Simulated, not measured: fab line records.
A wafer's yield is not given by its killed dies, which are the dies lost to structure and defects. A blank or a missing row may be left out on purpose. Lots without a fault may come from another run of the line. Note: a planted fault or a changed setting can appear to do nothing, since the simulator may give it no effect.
Chamber matching | flow sfq_line | 4 sister chambers for SFQ_TRILAYER_I7_VIA_BARC_OPEN_VIA_ETCH_260 on rie_diel-02
The step etches BARC in O2, target depth 125 nm, time 41.7 s. 7 wafers are shown with their chamber, then 7 later ones without.

## WAFERS PAIRED WITH THEIR CHAMBERS
wafer  | chamber | drypump_motor_current_A (A) | oes_product_au (a.u.)
L716.1 | 1       | 6.3                         | 0.681
L716.4 | 2       | 6.1                         | 0.692
L719.4 | 2       | 6.0                         | 0.682
L721.4 | 3       | 5.6                         | 0.689
L721.6 | 3       | 5.6                         | 0.679
L728.2 | 0       | 6.1                         | 0.690
L728.4 | 0       | 6.1                         | 0.684

## WAFERS WITHOUT THEIR CHAMBER
wafer  | drypump_motor_current_A (A) | oes_product_au (a.u.)
L728.6 | 6.0                         | 0.691
L730.1 | 5.6                         | 0.685
L730.2 | 6.3                         | 0.681
L730.5 | 6.3                         | 0.694
L731.1 | 5.6                         | 0.685
L731.3 | 6.3                         | 0.689
L731.6 | 6.3                         | 0.690

## THE CHAMBER EACH PASSED THROUGH
wafer  | from the rows above     | in truth
L728.6 | can't be placed: 2 or 0 | 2
L730.1 | 3                       | 3
L730.2 | 1                       | 1
L730.5 | 1                       | 1
L731.1 | 3                       | 3
L731.3 | 1                       | 1
L731.6 | 1                       | 1
Placed correctly: 6 of 7. Cannot be placed on the basis of these rows: 1; the candidates contain the true chamber in 1. Wrongly placed: 0.
How it was worked out, from the rows above alone: a wafer's distance from a chamber is the root of the sum, over the readings, of the square of ((its reading less the chamber's mean) divided by the reading's scatter). The wafer belongs to the nearest chamber; if the next one is less than 2 further off, it can't be placed. A chamber's mean is the mean of its shown wafers. The scatter is the square root of a quotient: the sum, over the shown wafers, of each reading's squared deviation from its chamber's mean, divided by wafers minus chambers.
